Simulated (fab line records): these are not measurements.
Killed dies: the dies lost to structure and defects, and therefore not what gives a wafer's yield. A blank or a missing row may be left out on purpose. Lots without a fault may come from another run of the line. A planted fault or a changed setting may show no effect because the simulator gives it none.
fab line records ; flow sky130
record: lots: 6; wafers: 18; last_day: 50
route steps=708 shown LDD_HVP@283 LDD_LDN@289 PAD_OPEN@708
lots untouched by any fault: they come from a run of this same line in which no faults occurred
start_h: start of the lot's first displayed wafer, in hours after the record's first day ; wait_h: hours elapsed since this lot's preceding step ; " repeats the value in the row above ; L1.1+2: several wafers, shown together as one row ; - value missing, or start not given ; * or withheld: withheld ; < > ~ a bound
route shown NAME@n: a module of which the file shows steps, and the number in the route of the first ; usual: the fault-free wafers' mean and standard deviation ; same: alike in all rows ; chamber/n: place in a boat ; sites: readings site by site ; _std_site: how widely they spread, as a standard deviation ; _edge_site: the outer-site mean with the inner-site mean subtracted ; radius_mm: for every site, how far away it sits from the centre of the wafer ; mask NAME#n: copy n ; behind: the last tool/chamber to shape the wafer ; hold: why the lot was held/for how many hours/how that ended ; device: which transistor (n, p or np) failed to switch ; end of line: the route-end tests of the same wafers ; where a step has no rows: the recipe by itself ; killed: dies that structure and defects cost at the first sort, which is not the same as the wafer's yield ; map: a wafer's dies, x killed, . not, _ none there
set.NAME: the run value of the setting; set.NAME@STEP: its run value at that earlier step ; model.NAME: the simulator's own value behind a step, which no gauge read
lots at some steps of the route; a table a step, a row a wafer
services: the hour from which a tool's chamber was out of use, counted from the record's first day as start_h (under 0 if before that day), plus the number of hours and why
== steps ==
step: SKY_LDD_HVP_PEB_05
recipe: temp_c: withheld; time_s: *; resist: NOVOLAK
step: SKY_LDD_HVP_DEVELOP_06
recipe: resist: NOVOLAK; developer: TMAH; develop_time_s: 60; dev_temp_c: 23
step: SKY_LDD_HVP_OVL_MEAS_07
usual: LDD_HVP_OVL: -1.5/1.6
lot.wafer;tool;chamber;start_h;wait_h;LDD_HVP_OVL[nm]
L489.2;overlay-02;-;510.50;0.1;0.7
L489.4;overlay-02;-;510.50;0.1;-1.9
L489.5;overlay-02;-;510.50;0.1;-1.7
L497.2;overlay-01;-;603.98;0.1;-3.4
L497.3;overlay-01;-;603.98;0.1;-2.2
L497.5;overlay-01;-;603.98;0.1;-3.3
L502.2;overlay-02;-;634.33;0.1;-2.8
L502.4;overlay-02;-;634.33;0.1;-0.5
L502.6;overlay-02;-;634.33;0.1;-0.4
L503.2;overlay-01;-;637.08;0.1;-3.0
L503.5;overlay-01;-;637.08;0.1;-0.7
L503.6;overlay-01;-;637.08;0.1;-2.5
L506.3;overlay-02;-;664.64;0.1;-0.3
L506.4;overlay-02;-;664.64;0.1;0.8
L506.5;overlay-02;-;664.64;0.1;-2.0
L508.4;overlay-01;-;673.94;0.1;-1.2
L508.5;overlay-01;-;673.94;0.1;-0.4
L508.6;overlay-01;-;673.94;0.1;-3.1
step: SKY_LDD_HVP_IMPLANT_08
recipe: species: B; energy_kev: 20; dose_cm2: 1.732e+13; tilt_deg: 17.9
step: SKY_LDD_HVP_STRIP_09
recipe: chemistry: O2/N2; power_w: 1400; pressure_mtorr: 1500; platen_temp_c: withheld; o2_flow_sccm: 3000; n2_flow_sccm: 300; overash_fraction: 0.5
usual: drypump_motor_current_A: 6.13/0.22; oes_product_au: 0.409/0.0047; strip_time_to_endpoint_s: 4.132/0.016
lot.wafer;tool;chamber;start_h;wait_h;drypump_motor_current_A;oes_product_au;rf_hours_counter_h;strip_time_to_endpoint_s
L489.2;plasma_asher-04;0;510.68;0.1;5.99;0.406;82;4.111
L489.4;plasma_asher-04;0;510.68;0.1;6.03;0.409;-;4.122
L489.5;plasma_asher-04;0;510.68;0.1;5.99;0.407;-;4.107
L497.2;plasma_asher-04;0;604.16;0.1;5.95;0.408;93;4.132
L497.3;plasma_asher-04;0;604.16;0.1;5.96;0.412;-;4.149
L497.5;plasma_asher-04;0;604.16;0.1;6.00;0.403;-;4.148
L502.2;plasma_asher-01;0;634.51;0.1;6.15;0.402;80;4.116
L502.4;plasma_asher-01;1;634.51;0.1;6.10;0.402;-;4.115
L502.6;plasma_asher-01;0;634.51;0.1;6.16;0.405;-;4.123
L503.2;plasma_asher-03;1;637.26;0.1;5.80;0.415;48;4.153
L503.5;plasma_asher-03;1;637.26;0.1;5.82;0.408;-;4.148
L503.6;plasma_asher-03;0;637.26;0.1;6.45;0.411;-;4.127
L506.3;plasma_asher-04;0;664.84;0.1;6.00;0.405;-;4.140
L506.4;plasma_asher-04;1;664.84;0.1;6.29;0.408;-;4.127
L506.5;plasma_asher-04;1;664.84;0.1;6.28;0.410;-;4.123
L508.4;plasma_asher-04;0;674.14;0.1;5.99;0.404;-;4.163
L508.5;plasma_asher-04;0;674.14;0.1;5.97;0.407;-;4.138
L508.6;plasma_asher-04;1;674.14;0.1;6.29;0.411;-;4.125
step: SKY_LDD_HVP_TW_MEAS_10
usual: LDD_HVP_TW: 460/9.6
lot.wafer;tool;chamber;start_h;wait_h;LDD_HVP_TW
L489.2;film_metro-04;-;510.79;0.1;453
L489.4;film_metro-04;-;510.79;0.1;453
L489.5;film_metro-04;-;510.79;0.1;453
L497.2;film_metro-02;-;604.27;0.1;471
L497.3;film_metro-02;-;604.27;0.1;475
L497.5;film_metro-02;-;604.27;0.1;473
L502.2;film_metro-01;-;634.62;0.1;455
L502.4;film_metro-01;-;634.62;0.1;455
L502.6;film_metro-01;-;634.62;0.1;452
L503.2;film_metro-01;-;637.37;0.1;454
L503.5;film_metro-01;-;637.37;0.1;453
L503.6;film_metro-01;-;637.37;0.1;454
L506.3;film_metro-02;-;664.93;0.1;470
L506.4;film_metro-02;-;664.93;0.1;470
L506.5;film_metro-02;-;664.93;0.1;472
L508.4;film_metro-01;-;674.25;0.1;454
L508.5;film_metro-01;-;674.25;0.1;452
L508.6;film_metro-01;-;674.25;0.1;454
step: SKY_LDD_LDN_DEHYDRATE_00
recipe: temp_c: 200; time_s: 60
step: SKY_LDD_LDN_HMDS_01
recipe: prime_time_s: 60; prime_temp_c: 120
step: SKY_LDD_LDN_COAT_02
recipe: resist: NOVOLAK; spin_rpm: 3000; resist_thk_nm: 1140
step: SKY_LDD_LDN_SOFTBAKE_03
recipe: temp_c: 90; time_s: 60; resist: NOVOLAK
step: SKY_LDD_LDN_EXPOSE_04
recipe: mask_id: LDNTM; na: 0.6; source_shape: conventional; sigma_outer: 0.6; polarization: unpolarized; target_cd_nm: 700; dose_mj: 140
step: SKY_LDD_LDN_PEB_05
recipe: temp_c: withheld; time_s: *; resist: NOVOLAK
step: SKY_LDD_LDN_DEVELOP_06
recipe: resist: NOVOLAK; developer: TMAH; develop_time_s: 60; dev_temp_c: 23
usual: chill_plate_temp_C: 23.01/0.1; developer_temp_C: 22.99/0.1
lot.wafer;tool;chamber;start_h;wait_h;chill_plate_temp_C;developer_temp_C
L489.2;litho_track-02;0;540.99;0.1;22.86;23.04
L489.4;litho_track-02;0;540.99;0.1;23.11;22.89
L489.5;litho_track-02;0;540.99;0.1;22.98;23.07
L497.2;litho_track-03;0;633.39;0.1;23.05;22.96
L497.3;litho_track-03;0;633.39;0.1;23.04;22.85
L497.5;litho_track-03;0;633.39;0.1;23.09;22.81
L502.2;litho_track-02;0;661.99;0.1;23.03;22.23
L502.4;litho_track-02;0;661.99;0.1;22.99;22.23
L502.6;litho_track-02;0;661.99;0.1;23.10;22.29
L503.2;litho_track-02;0;665.24;0.1;23.24;22.17
L503.5;litho_track-02;0;665.24;0.1;23.13;22.13
L503.6;litho_track-02;0;665.24;0.1;23.25;22.20
L506.3;litho_track-03;0;692.56;0.1;22.86;22.97
L506.4;litho_track-03;0;692.56;0.1;22.83;22.97
L506.5;litho_track-03;0;692.56;0.1;22.99;23.01
L508.4;litho_track-01;0;700.80;0.1;23.06;22.94
L508.5;litho_track-01;0;700.80;0.1;23.15;22.95
L508.6;litho_track-01;0;700.80;0.1;23.14;22.98
step: SKY_LDD_LDN_OVL_MEAS_07
usual: LDD_LDN_OVL: -1.5/1.4
lot.wafer;tool;chamber;start_h;wait_h;LDD_LDN_OVL[nm]
L489.2;overlay-02;-;541.12;0.1;-0.8
L489.4;overlay-02;-;541.12;0.1;-0.4
L489.5;overlay-02;-;541.12;0.1;1.0
L497.2;overlay-01;-;633.52;0.1;-3.2
L497.3;overlay-01;-;633.52;0.1;-3.9
L497.5;overlay-01;-;633.52;0.1;-1.3
L502.2;overlay-01;-;662.12;0.1;-2.1
L502.4;overlay-01;-;662.12;0.1;-1.0
L502.6;overlay-01;-;662.12;0.1;-2.2
L503.2;overlay-01;-;665.37;0.1;-0.9
L503.5;overlay-01;-;665.37;0.1;-1.5
L503.6;overlay-01;-;665.37;0.1;-2.8
L506.3;overlay-01;-;692.67;0.1;-1.1
L506.4;overlay-01;-;692.67;0.1;-2.1
L506.5;overlay-01;-;692.67;0.1;-0.9
L508.4;overlay-02;-;700.89;0.1;-1.3
L508.5;overlay-02;-;700.89;0.1;-2.7
L508.6;overlay-02;-;700.89;0.1;-1.0
step: SKY_PAD_OPEN_PROBE_99
usual: killed_at_M0_to_M3: 44/7.3; killed_at_M4_up: 3.1/1.9; killed_at_contacts: 24/5.3; killed_at_front_end: 15/4; killed_at_other: 0.4/0.6; killed_dies: 86/9.2; killed_open: 47/6.9; killed_short: 39/6.9
same: gross_dies: 492; killed_at_back_side: 0
lot.wafer;tool;chamber;start_h;wait_h;killed_at_M0_to_M3;killed_at_M4_up;killed_at_contacts;killed_at_front_end;killed_at_other;killed_dies;killed_open;killed_short
L489.2;prober-01;-;1085.83;0.1;30;5;26;9;2;72;43;27
L489.4;prober-01;-;1085.93;0.2;34;3;24;15;3;79;46;32
L489.5;prober-01;-;1085.98;0.2;45;7;20;15;0;87;46;41
L497.2;prober-02;-;1143.69;0.1;43;1;20;15;1;80;35;43
L497.3;prober-02;-;1143.74;0.2;46;4;27;17;1;95;57;38
L497.5;prober-02;-;1143.84;0.2;47;3;26;11;0;87;46;40
L502.2;prober-02;-;1167.45;0.1;54;4;28;13;1;100;66;33
L502.4;prober-02;-;1167.55;0.2;50;5;15;17;0;87;41;45
L502.6;prober-02;-;1167.65;0.2;46;1;31;12;0;90;49;41
L503.2;prober-02;-;1168.95;0.1;36;6;17;19;1;79;43;36
L503.5;prober-02;-;1169.10;0.2;50;3;16;11;0;80;44;36
L503.6;prober-02;-;1169.15;0.2;38;5;35;21;0;99;42;57
L506.3;prober-02;-;1186.20;0.2;43;2;30;10;0;85;51;34
L506.4;prober-02;-;1186.25;0.2;45;3;14;7;0;69;44;25
L506.5;prober-02;-;1186.30;0.2;42;3;19;19;1;84;41;42
L508.4;prober-02;-;1190.92;0.2;48;2;20;17;1;88;48;40
L508.5;prober-02;-;1190.97;0.2;51;6;22;22;0;101;67;34
L508.6;prober-02;-;1191.02;0.2;58;2;15;11;0;86;55;31
killed by level:class
L489.2 CONTACT:geometric_particle:open=11 LI_CONTACT:geometric_particle:open=6 VIA1:geometric_particle:open=6 VIA3:geometric_particle:open=6 LOCAL_INTERCONNECT:geometric_particle:short=4 FIELD_ISO:geometric_particle:open=3 POLY_GATE:geometric_particle:open=3 METAL1:geometric_particle:short=3
L489.4 LI_CONTACT:geometric_particle:open=10 VIA1:geometric_particle:open=9 CONTACT:geometric_particle:open=6 VIA3:geometric_particle:open=6 METAL2:geometric_particle:short=5 FIELD_ISO:geometric_particle:short=4 FIELD_ISO:geometric_particle:open=4 CONTACT:geometric_particle:short=4
L489.5 VIA2:geometric_particle:open=12 VIA1:geometric_particle:open=12 CONTACT:geometric_particle:open=9 FIELD_ISO:geometric_particle:short=6 METAL3:geometric_particle:short=6 METAL4:geometric_particle:short=6 LI_CONTACT:geometric_particle:open=5 METAL1:geometric_particle:short=5
L497.2 VIA1:geometric_particle:open=8 VIA2:geometric_particle:short=7 VIA3:geometric_particle:open=6 CONTACT:geometric_particle:open=5 METAL2:geometric_particle:short=5 CONTACT:geometric_particle:short=5 VIA2:geometric_particle:open=5 FIELD_ISO:geometric_particle:open=4
L497.3 CONTACT:geometric_particle:open=12 VIA2:geometric_particle:open=10 VIA1:geometric_particle:open=10 METAL1:geometric_particle:short=10 FIELD_ISO:geometric_particle:open=6 VIA3:geometric_particle:open=6 LI_CONTACT:geometric_particle:short=4 LOCAL_INTERCONNECT:geometric_particle:short=4
L497.5 VIA2:geometric_particle:open=11 VIA1:geometric_particle:open=8 LI_CONTACT:geometric_particle:open=7 CONTACT:geometric_particle:short=7 VIA3:geometric_particle:open=7 LOCAL_INTERCONNECT:geometric_particle:short=5 METAL1:geometric_particle:short=5 FIELD_ISO:geometric_particle:open=4
L502.2 VIA1:geometric_particle:open=19 CONTACT:geometric_particle:open=12 LI_CONTACT:geometric_particle:open=8 VIA1:geometric_particle:short=7 POLY_GATE:geometric_particle:open=6 METAL2:geometric_particle:short=6 VIA3:geometric_particle:open=6 METAL1:geometric_particle:short=4
L502.4 VIA3:geometric_particle:open=10 VIA1:geometric_particle:open=10 METAL2:geometric_particle:short=8 VIA1:geometric_particle:short=6 VIA2:geometric_particle:open=5 FIELD_ISO:geometric_particle:short=4 POLY_GATE:geometric_particle:short=4 POLY_GATE:geometric_particle:open=4
L502.6 VIA1:geometric_particle:open=13 VIA1:geometric_particle:short=12 CONTACT:geometric_particle:open=11 LI_CONTACT:geometric_particle:open=7 POLY_GATE:geometric_particle:open=6 VIA3:geometric_particle:open=5 LOCAL_INTERCONNECT:geometric_particle:short=5 CONTACT:geometric_particle:short=5
L503.2 LI_CONTACT:geometric_particle:open=8 VIA2:geometric_particle:open=7 FIELD_ISO:geometric_particle:open=5 METAL4:geometric_particle:short=5 VIA3:geometric_particle:open=5 VIA1:geometric_particle:open=5 VIA1:geometric_particle:short=5 VIA2:geometric_particle:short=4
L503.5 VIA1:geometric_particle:open=11 VIA2:geometric_particle:open=9 VIA3:geometric_particle:open=6 CONTACT:geometric_particle:open=6 METAL2:geometric_particle:short=6 METAL3:geometric_particle:short=5 FIELD_ISO:geometric_particle:open=4 VIA3:geometric_particle:short=4
L503.6 METAL1:geometric_particle:short=9 METAL2:geometric_particle:short=9 LI_CONTACT:geometric_particle:open=7 LOCAL_INTERCONNECT:geometric_particle:short=7 CONTACT:geometric_particle:short=7 CONTACT:geometric_particle:open=7 FIELD_ISO:geometric_particle:open=6 POLY_GATE:geometric_particle:short=6
L506.3 VIA1:geometric_particle:open=11 CONTACT:geometric_particle:open=10 VIA2:geometric_particle:open=9 LI_CONTACT:geometric_particle:open=8 VIA2:geometric_particle:short=5 POLY_GATE:geometric_particle:open=4 LOCAL_INTERCONNECT:geometric_particle:short=4 CONTACT:geometric_particle:short=4
L506.4 VIA1:geometric_particle:open=10 VIA3:geometric_particle:open=9 VIA2:geometric_particle:open=5 METAL1:geometric_particle:short=5 FIELD_ISO:geometric_particle:open=4 LI_CONTACT:geometric_particle:open=4 METAL2:geometric_particle:short=4 LI_CONTACT:geometric_particle:short=3
L506.5 VIA1:geometric_particle:open=12 POLY_GATE:geometric_particle:short=9 CONTACT:geometric_particle:open=7 LI_CONTACT:geometric_particle:open=6 METAL2:geometric_particle:short=6 VIA2:geometric_particle:open=6 FIELD_ISO:geometric_particle:open=4 METAL1:geometric_particle:short=4
L508.4 VIA1:geometric_particle:open=12 LI_CONTACT:geometric_particle:open=8 METAL2:geometric_particle:short=6 VIA2:geometric_particle:open=6 VIA3:geometric_particle:open=6 FIELD_ISO:geometric_particle:short=5 CONTACT:geometric_particle:short=4 METAL3:geometric_particle:short=4
L508.5 VIA2:geometric_particle:open=15 VIA1:geometric_particle:open=11 CONTACT:geometric_particle:open=9 FIELD_ISO:geometric_particle:open=7 METAL2:geometric_particle:short=7 SPACER:geometric_particle:open=6 LI_CONTACT:geometric_particle:open=6 CONTACT:geometric_particle:short=5
L508.6 VIA1:geometric_particle:open=20 VIA3:geometric_particle:open=10 VIA2:geometric_particle:open=6 VIA2:geometric_particle:short=5 LI_CONTACT:geometric_particle:open=5 FIELD_ISO:geometric_particle:open=4 POLY_GATE:geometric_particle:open=4 LOCAL_INTERCONNECT:geometric_particle:short=4
== services ==
tool;chamber;start_h;hours;kind
litho_track-02;-;496.98;-;consumable_replace:filter
plasma_asher-01;-;532.70;1.3;repair
plasma_asher-03;-;535.49;34.0;repair
plasma_asher-01;-;547.79;10.0;pm
litho_track-01;-;555.43;-;consumable_replace:filter
plasma_asher-03;-;606.07;7.9;repair
plasma_asher-03;-;695.68;0.5;repair
== key ==
first_sign: step: SKY_LDD_LDN_DEVELOP_06; reading: developer_temp_C; direction: down; sigmas: 7.7; usual: *; struck: *
effect none on later readings
met_at SKY_LDD_LDN_DEVELOP_06
struck_wafers L502.2,L502.4,L502.6,L503.2,L503.5,L503.6
tester_left_out L502,L503
onset_between 540.99 661.99
fault: kind: process_parameter_drift; tool: litho_track-02; chamber: -; onset_h: 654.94; steps: SKY_LDD_LDN_DEVELOP_06; channel: dev_temp_c; offset: *; shape: step; end_h: 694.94; acts_in: *; stated: *
tester_left_out: of these lots the tester's yield and bins aren't shown, on N5 and GAA mostly nor the transistor test; their killed dies are dies lost to structure and defects alone, not to doping, threshold or leakage, so they don't give the yield
